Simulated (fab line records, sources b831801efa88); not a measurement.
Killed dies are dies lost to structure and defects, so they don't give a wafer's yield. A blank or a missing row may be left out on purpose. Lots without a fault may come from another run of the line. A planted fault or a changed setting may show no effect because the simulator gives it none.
fab line records | flow sky130
record lots=5 wafers=15 last_day=50
route steps=708 shown VIA3@593 METAL4@598 CAP2M@603 PAD_OPEN@708
lots that met no fault: from a run of the same line without faults
start_h: hours from the record's first day to the start of the lot's first wafer shown | wait_h: hours since the lot's step before | " the same as in the row above | L1.1+2: a row that stands for several wafers | - no value, or no start given | * or withheld: withheld | < > ~ a bound
route shown NAME@n: a module of which the file shows steps, and the number in the route of the first | usual: mean/standard deviation of fault-free wafers | same: alike in all rows | chamber/n: place in a boat | sites: the reading at each site | _std_site: their standard deviation | _edge_site: outer sites' mean less inner sites' | radius_mm: how far each site lies from the wafer's centre | mask NAME#n: copy n | behind: the tool/chamber that last shaped the wafer | hold: why the lot was held/for how many hours/how that ended | device: the transistor (n, p or np) that didn't switch | end of line: the same wafers' tests at the end of the route | a step without rows: its recipe alone | killed: dies lost to structure and defects at the first sort, not the wafer's yield | map: a wafer's dies, x killed, . not, _ none there
set.NAME: the setting as run; set.NAME@STEP: as run at that earlier step | model.NAME: the simulator's own value behind a step, which no gauge read
lots at some steps of the route; a table a step, a row a wafer
services: from which hour (start_h, from the record's first day; less than 0 if before it) a tool's chamber was out of use, for how many hours, and why
## steps
# step SKY_VIA3_SPUTTER_20
# recipe material=TiN target_thk_nm=20 chamber_pressure_pa=5 power_w=4000 time_s=80
# step SKY_VIA3_CVD_21
# recipe material=W target_thk_nm=390 time_s=117.31 temp_c=400 pressure_torr=40
# usual heater_power_w=857/73
# columns lot.wafer tool chamber start_h wait_h heater_power_w
L687.1 cvd_w-02 1 970.09 0.0 760
L687.2 " 0 " " 946
L687.6 " 0 " " 949
L688.1 cvd_w-01 1 985.69 0.0 862
L688.4 " 0 " " 831
L688.5 " 0 " " 842
L700.2 cvd_w-01 1 1057.16 0.0 897
L700.4 " 0 " " 836
L700.5 " 0 " " 852
L701.1 cvd_w-01 0 1080.48 0.0 844
L701.4 " 1 " " 876
L701.6 " 0 " " 850
L702.1 cvd_w-02 0 1098.83 0.0 948
L702.3 " 1 " " 785
L702.5 " 1 " " 774
# step SKY_VIA3_RS_MEAS_22
# recipe thk_meas_gauge=four-point-probe reads=W_of_VIA3_CVD_21+TiN_of_VIA3_SPUTTER_20
# usual VIA3_W_RS=0.296/0.0031
# columns lot.wafer tool chamber start_h wait_h VIA3_W_RS[ohm/sq]
L687.1 film_metro-04 - 970.22 0.1 0.299
L687.2 " - " " 0.300
L687.6 " - " " 0.302
L688.1 film_metro-04 - 985.81 0.1 0.300
L688.4 " - " " 0.291
L688.5 " - " " 0.293
L700.2 film_metro-04 - 1057.30 0.1 0.295
L700.4 " - " " 0.298
L700.5 " - " " 0.298
L701.1 film_metro-01 - 1080.60 0.1 0.292
L701.4 " - " " 0.297
L701.6 " - " " 0.293
L702.1 film_metro-02 - 1098.95 0.1 0.297
L702.3 " - " " 0.294
L702.5 " - " " 0.291
# step SKY_VIA3_THK_MEAS_23
# recipe thk_meas_gauge=xrf reads=W_of_VIA3_CVD_21
# usual VIA3_W_THK=398/4.3
# columns lot.wafer tool chamber start_h wait_h VIA3_W_THK[nm]
L687.1 film_metro-04 - 970.34 0.1 402
L687.2 " - " " 399
L687.6 " - " " 398
L688.1 film_metro-04 - 985.93 0.1 394
L688.4 " - " " 406
L688.5 " - " " 403
L700.2 film_metro-04 - 1057.41 0.1 404
L700.4 " - " " 398
L700.5 " - " " 398
L701.1 film_metro-01 - 1080.72 0.1 402
L701.4 " - " " 400
L701.6 " - " " 406
L702.1 film_metro-02 - 1099.07 0.1 396
L702.3 " - " " 400
L702.5 " - " " 403
# step SKY_VIA3_CMP_24
# recipe stop_on=SiO2 t_overpolish_s=20 down_force_psi=3.5 platen_rpm=60 target_thk_nm=0 pad_velocity_m_s=0.94248
# usual head_pressure_psi=3.500/0.0072 motor_current_A=11.2/1.6 overpolish_run_s=20.000/0.0089 slurry_flow_ml_min=150.0/0.42 time_to_endpoint_s=93/5.6
# columns lot.wafer tool chamber start_h wait_h head_pressure_psi motor_current_A overpolish_run_s slurry_flow_ml_min time_to_endpoint_s
L687.2 cmp-02 2 970.50 0.1 3.509 11.8 20.019 150.6 88
L687.1 " 3 " " 3.502 9.4 19.995 150.2 87
L687.6 " 0 " " 3.500 11.0 20.000 149.4 95
L688.1 cmp-01 3 986.09 0.1 3.509 9.1 19.998 149.6 95
L688.4 " 0 " " 3.495 13.9 19.990 149.7 96
L688.5 " 1 " " 3.493 11.8 20.004 150.1 84
L700.2 cmp-01 3 1057.65 0.2 3.501 8.9 19.995 150.2 103
L700.4 " 1 " " 3.489 11.8 20.021 149.9 87
L700.5 " 3 " " 3.506 9.1 19.991 150.4 97
L701.4 cmp-02 3 1080.88 0.1 3.513 8.5 20.002 150.5 86
L701.1 " 0 " " 3.489 11.3 19.998 150.5 99
L701.6 " 1 " " 3.500 10.4 20.003 150.2 93
L702.1 cmp-02 1 1099.13 0.1 3.499 10.6 19.994 150.2 89
L702.3 " 2 " " 3.506 11.8 20.016 150.6 86
L702.5 " 2 " " 3.504 12.4 19.994 150.3 90
# step SKY_METAL4_SPUTTER_00
# recipe material=Ti target_thk_nm=15 power_w=3000 time_s=10 chamber_pressure_pa=0.4
# step SKY_METAL4_SPUTTER_01
# recipe material=TiN target_thk_nm=20 power_w=6500 time_s=16.7 chamber_pressure_pa=0.4
# usual chamber_pressure_pa=0.4001/0.00082 throttle_valve_pct=29.7/0.87
# columns lot.wafer tool chamber start_h wait_h chamber_pressure_pa throttle_valve_pct
L687.1 pvd_sputter-04 - 970.72 0.0 0.4009 28.9
L687.2 " - " " 0.3998 31.5
L687.6 " - " " 0.4003 31.4
L688.1 pvd_sputter-04 - 986.32 0.0 0.3988 29.5
L688.4 " - " " 0.4007 28.3
L688.5 " - " " 0.3993 29.4
L700.2 pvd_sputter-03 - 1057.98 0.0 0.4006 28.8
L700.4 " - " " 0.3998 30.8
L700.5 " - " " 0.3999 29.1
L701.1 pvd_sputter-03 - 1081.10 0.0 0.3991 30.8
L701.4 " - " " 0.4015 29.3
L701.6 " - " " 0.4019 29.4
L702.1 pvd_sputter-03 - 1099.45 0.0 0.3994 29.4
L702.3 " - " " 0.4006 28.7
L702.5 " - " " 0.4000 29.5
# step SKY_METAL4_SPUTTER_02
# recipe material=AlCu target_thk_nm=735 power_w=10600 time_s=39.1 chamber_pressure_pa=0.4
# usual chamber_pressure_pa=0.4000/0.00077 throttle_valve_pct=29.7/0.83
# columns lot.wafer tool chamber start_h wait_h chamber_pressure_pa throttle_valve_pct
L687.1 pvd_sputter-04 - 970.75 0.0 0.4014 29.3
L687.2 " - " " 0.3995 31.3
L687.6 " - " " 0.3998 31.4
L688.1 pvd_sputter-04 - 986.34 0.0 0.3993 29.5
L688.4 " - " " 0.4002 28.7
L688.5 " - " " 0.3999 29.7
L700.2 pvd_sputter-03 - 1058.00 0.0 0.3992 28.8
L700.4 " - " " 0.4002 30.8
L700.5 " - " " 0.3996 29.2
L701.1 pvd_sputter-03 - 1081.13 0.0 0.3999 30.9
L701.4 " - " " 0.3994 29.4
L701.6 " - " " 0.4005 29.3
L702.1 pvd_sputter-03 - 1099.48 0.0 0.4009 29.4
L702.3 " - " " 0.3989 29.0
L702.5 " - " " 0.4000 29.1
# step SKY_METAL4_SPUTTER_03
# recipe material=Ti target_thk_nm=5 power_w=3000 time_s=3.3 chamber_pressure_pa=0.4
# step SKY_METAL4_SPUTTER_04
# recipe material=TiN target_thk_nm=70 power_w=6500 time_s=58.3 chamber_pressure_pa=0.4
# usual chamber_pressure_pa=0.4001/0.00079 throttle_valve_pct=29.7/0.84
# columns lot.wafer tool chamber start_h wait_h chamber_pressure_pa throttle_valve_pct
L687.1 pvd_sputter-04 - 970.80 0.0 0.4001 29.4
L687.2 " - " " 0.3997 31.4
L687.6 " - " " 0.4007 31.5
L688.1 pvd_sputter-04 - 986.40 0.0 0.4002 29.4
L688.4 " - " " 0.3998 28.6
L688.5 " - " " 0.4002 29.5
L700.2 pvd_sputter-03 - 1058.06 0.0 0.4006 28.7
L700.4 " - " " 0.3989 31.0
L700.5 " - " " 0.4013 29.0
L701.1 pvd_sputter-03 - 1081.18 0.0 0.4002 30.8
L701.4 " - " " 0.4001 29.3
L701.6 " - " " 0.3992 29.6
L702.1 pvd_sputter-03 - 1099.53 0.0 0.3997 29.1
L702.3 " - " " 0.3996 28.4
L702.5 " - " " 0.4013 29.4
# step SKY_CAP2M_CVD_00
# recipe material=SiO2 target_thk_nm=15.5 temp_c=400 time_s=withheld rf_w=450
# step SKY_CAP2M_THK_MEAS_01
# recipe reads=SiO2_of_CAP2M_CVD_00
# usual CAP2M_CVD_00_THK=15.59/0.25
# columns lot.wafer tool chamber start_h wait_h CAP2M_CVD_00_THK[nm]
L687.1 film_metro-02 - 970.87 - 15.32
L687.2 " - " " 15.55
L687.6 " - " " 16.05
L688.1 film_metro-03 - 986.47 - 15.83
L688.4 " - " " 15.94
L688.5 " - " " 15.55
L700.2 film_metro-03 - 1058.14 - 15.26
L700.4 " - " " 15.72
L700.5 " - " " 15.44
L701.1 film_metro-02 - 1081.26 - 15.72
L701.4 " - " " 15.42
L701.6 " - " " 15.93
L702.1 film_metro-01 - 1099.62 - 15.27
L702.3 " - " " 15.56
L702.5 " - " " 15.70
# step SKY_CAP2M_SPUTTER_02
# recipe material=TiN target_thk_nm=200 temp_c=300 power_w=6500 time_s=166.7 chamber_pressure_pa=0.4
# usual chamber_pressure_pa=0.4000/0.00082 throttle_valve_pct=29.5/1.1
# columns lot.wafer tool chamber start_h wait_h chamber_pressure_pa throttle_valve_pct
L687.1 pvd_sputter-01 - 970.93 0.1 0.4000 27.7
L687.2 " - " " 0.4005 30.2
L687.6 " - " " 0.4008 29.6
L688.1 pvd_sputter-01 - 986.53 0.1 0.4001 27.4
L688.4 " - " " 0.4019 29.5
L688.5 " - " " 0.4160 29.6
L700.2 pvd_sputter-04 - 1058.19 0.0 0.3990 29.4
L700.4 " - " " 0.4005 28.8
L700.5 " - " " 0.4006 29.2
L701.1 pvd_sputter-04 - 1081.32 0.1 0.3990 29.3
L701.4 " - " " 0.4006 28.7
L701.6 " - " " 0.4001 31.5
L702.1 pvd_sputter-01 - 1099.68 0.1 0.3999 29.6
L702.3 " - " " 0.3999 29.2
L702.5 " - " " 0.3989 29.7
# step SKY_CAP2M_RS_MEAS_03
# recipe thk_meas_gauge=four-point-probe reads=TiN_of_CAP2M_SPUTTER_02
# usual CAP2M_TIN_RS=6.96/0.081
# columns lot.wafer tool chamber start_h wait_h CAP2M_TIN_RS[ohm/sq]
L687.1 film_metro-03 - 971.04 0.1 6.97
L687.2 " - " " 6.94
L687.6 " - " " 6.90
L688.1 film_metro-02 - 986.64 0.1 7.08
L688.4 " - " " 7.01
L688.5 " - " " 7.04
L700.2 film_metro-01 - 1058.32 0.1 7.05
L700.4 " - " " 7.06
L700.5 " - " " 7.03
L701.1 film_metro-03 - 1081.42 0.1 6.99
L701.4 " - " " 6.96
L701.6 " - " " 6.95
L702.1 film_metro-02 - 1099.79 0.1 6.92
L702.3 " - " " 6.85
L702.5 " - " " 6.87
# step SKY_PAD_OPEN_PROBE_99
# usual defect_limited_yield=82.8/2.1 killed_at_M0_to_M3=42/6.6 killed_at_M4_up=3.1/1.9 killed_at_contacts=24/5.6 killed_at_front_end=15/4.8 killed_at_other=0.3/0.48 killed_dies=84/10 killed_open=47/6.8 killed_short=37/6.8
# same gross_dies=492 killed_at_back_side=0
# columns lot.wafer tool chamber start_h wait_h defect_limited_yield[%] killed_at_M0_to_M3 killed_at_M4_up killed_at_contacts killed_at_front_end killed_at_other killed_dies killed_open killed_short
L687.1 prober-01 - 1109.48 0.1 81.3 50 1 23 18 0 92 46 46
L687.2 prober-01 - 1109.53 0.1 83.3 41 0 18 22 1 82 49 33
L687.6 prober-01 - 1109.73 0.2 84.1 44 2 23 8 1 78 41 37
L688.1 prober-02 - 1122.43 0.1 84.3 39 2 25 11 0 77 34 43
L688.4 prober-02 - 1122.58 0.2 85.2 39 4 18 12 0 73 42 31
L688.5 prober-02 - 1122.63 0.2 82.3 46 3 20 18 0 87 42 45
L700.2 prober-02 - 1181.49 0.1 86.2 35 2 20 11 0 68 41 27
L700.4 prober-02 - 1181.59 0.2 87.8 31 3 13 13 0 60 30 30
L700.5 prober-02 - 1181.64 0.2 82.3 41 4 29 13 0 87 55 32
L701.1 prober-01 - 1197.77 0.1 84.1 36 6 29 6 1 78 51 27
L701.4 prober-01 - 1197.92 0.2 83.1 42 5 23 13 0 83 48 35
L701.6 prober-01 - 1198.02 0.2 82.7 33 6 33 13 0 85 49 36
L702.1 prober-01 - 1209.30 0.1 83.3 45 6 21 10 0 82 47 35
L702.3 prober-01 - 1209.40 0.2 82.9 41 2 24 17 0 84 45 39
L702.5 prober-01 - 1209.50 0.2 83.5 36 1 25 18 1 81 52 29
# killed by level:class
L687.1 VIA1:geometric_particle:open=11 VIA2:geometric_particle:open=11 VIA1:geometric_particle:short=8 LI_CONTACT:geometric_particle:open=6 CONTACT:geometric_particle:short=6 FIELD_ISO:geometric_particle:short=5 METAL1:geometric_particle:short=5 METAL3:geometric_particle:short=5
L687.2 VIA1:geometric_particle:open=9 VIA2:geometric_particle:open=9 POLY_GATE:geometric_particle:open=7 CONTACT:geometric_particle:open=7 VIA1:geometric_particle:short=7 LI_CONTACT:geometric_particle:open=6 FIELD_ISO:geometric_particle:short=5 METAL1:geometric_particle:short=4
L687.6 METAL1:geometric_particle:short=11 VIA1:geometric_particle:open=10 LI_CONTACT:geometric_particle:open=7 CONTACT:geometric_particle:open=6 METAL1:geometric_particle:open=4 VIA3:geometric_particle:open=4 LI_CONTACT:geometric_particle:short=3 LOCAL_INTERCONNECT:geometric_particle:short=3
L688.1 VIA1:geometric_particle:open=10 METAL1:geometric_particle:short=9 LOCAL_INTERCONNECT:geometric_particle:short=8 CONTACT:geometric_particle:open=7 VIA2:geometric_particle:open=6 CONTACT:geometric_particle:short=5 VIA1:geometric_particle:short=5 METAL3:geometric_particle:short=4
L688.4 METAL1:geometric_particle:short=8 CONTACT:geometric_particle:open=7 VIA1:geometric_particle:open=7 LI_CONTACT:geometric_particle:open=5 VIA1:geometric_particle:short=5 VIA2:geometric_particle:open=5 VIA3:geometric_particle:open=5 METAL1:geometric_particle:open=4
L688.5 VIA1:geometric_particle:open=14 METAL1:geometric_particle:short=7 FIELD_ISO:geometric_particle:open=6 VIA1:geometric_particle:short=6 LI_CONTACT:geometric_particle:short=5 LOCAL_INTERCONNECT:geometric_particle:short=5 VIA2:geometric_particle:open=5 FIELD_ISO:geometric_particle:short=4
L700.2 VIA1:geometric_particle:open=10 LI_CONTACT:geometric_particle:open=8 VIA2:geometric_particle:open=7 METAL1:geometric_particle:short=6 CONTACT:geometric_particle:short=5 CONTACT:geometric_particle:open=5 POLY_GATE:geometric_particle:open=3 VIA1:geometric_particle:short=3
L700.4 CONTACT:geometric_particle:open=6 VIA1:geometric_particle:open=5 FIELD_ISO:geometric_particle:short=4 FIELD_ISO:geometric_particle:open=4 METAL2:geometric_particle:short=4 VIA2:geometric_particle:open=4 POLY_GATE:geometric_particle:short=3 METAL1:geometric_particle:short=3
L700.5 CONTACT:geometric_particle:open=13 VIA1:geometric_particle:open=9 VIA2:geometric_particle:open=8 LI_CONTACT:geometric_particle:open=6 POLY_GATE:geometric_particle:open=5 METAL1:geometric_particle:short=5 LOCAL_INTERCONNECT:geometric_particle:short=4 CONTACT:geometric_particle:short=4
L701.1 CONTACT:geometric_particle:open=15 VIA2:geometric_particle:open=9 VIA3:geometric_particle:open=7 VIA1:geometric_particle:open=5 VIA1:geometric_particle:short=4 FIELD_ISO:geometric_particle:short=3 LI_CONTACT:geometric_particle:short=3 LI_CONTACT:geometric_particle:open=3
L701.4 CONTACT:geometric_particle:open=10 VIA1:geometric_particle:open=9 VIA2:geometric_particle:open=7 METAL1:geometric_particle:short=6 LI_CONTACT:geometric_particle:open=4 LOCAL_INTERCONNECT:geometric_particle:short=4 CONTACT:geometric_particle:short=4 VIA3:geometric_particle:open=4
L701.6 CONTACT:geometric_particle:open=20 VIA1:geometric_particle:open=7 FIELD_ISO:geometric_particle:short=6 METAL1:geometric_particle:short=6 VIA3:geometric_particle:open=6 LI_CONTACT:geometric_particle:open=4 METAL4:geometric_particle:short=4 LI_CONTACT:geometric_particle:short=3
L702.1 VIA1:geometric_particle:open=9 LI_CONTACT:geometric_particle:open=8 METAL2:geometric_particle:short=8 CONTACT:geometric_particle:open=7 VIA3:geometric_particle:open=7 METAL1:geometric_particle:short=6 VIA2:geometric_particle:open=5 METAL4:geometric_particle:short=5
L702.3 CONTACT:geometric_particle:open=10 VIA1:geometric_particle:open=10 VIA2:geometric_particle:open=6 METAL1:geometric_particle:short=5 LI_CONTACT:geometric_particle:open=5 FIELD_ISO:geometric_particle:short=4 LOCAL_INTERCONNECT:geometric_particle:short=4 CONTACT:geometric_particle:short=4
L702.5 VIA1:geometric_particle:open=12 LI_CONTACT:geometric_particle:open=8 CONTACT:geometric_particle:open=8 POLY_GATE:geometric_particle:short=6 CONTACT:geometric_particle:short=6 VIA3:geometric_particle:open=6 FIELD_ISO:geometric_particle:open=5 METAL2:geometric_particle:short=5
## services
# columns tool chamber start_h hours kind
cmp-01 - 978.80 0.9 repair
cmp-02 - 1002.93 1.0 repair
cmp-01 - 1013.04 1.8 repair
pvd_sputter-03 - 1016.58 0.5 repair
pvd_sputter-01 - 1019.03 4.9 repair
cmp-01 - 1029.34 2.6 repair
cvd_w-02 0 1049.30 3.3 repair
cvd_w-01 - 1052.56 0.7 repair
cvd_w-01 - 1083.94 6.0 pm
cmp-02 - 1089.54 4.0 pm
cmp-02 - 1093.54 - consumable_replace:conditioner
cmp-02 - 1093.54 - consumable_replace:pad
cvd_w-02 0 1094.37 3.1 repair
pvd_sputter-04 - 1099.04 6.1 repair
## key
first_sign step=SKY_CAP2M_SPUTTER_02 reading=chamber_pressure_pa direction=up sigmas=20 usual=0.4000 struck=0.4160
effect none on later readings
met_at SKY_CAP2M_SPUTTER_02
struck_wafers L688.5
onset_between 970.93 986.53
fault kind=process_parameter_drift tool=pvd_sputter-01 chamber=- onset_h=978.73 steps=SKY_CAP2M_SPUTTER_02 channel=chamber_pressure_pa offset=0.016324 shape=step end_h=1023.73 acts_in=these_recipes_only stated=0.4 scope=struck_wafers_only
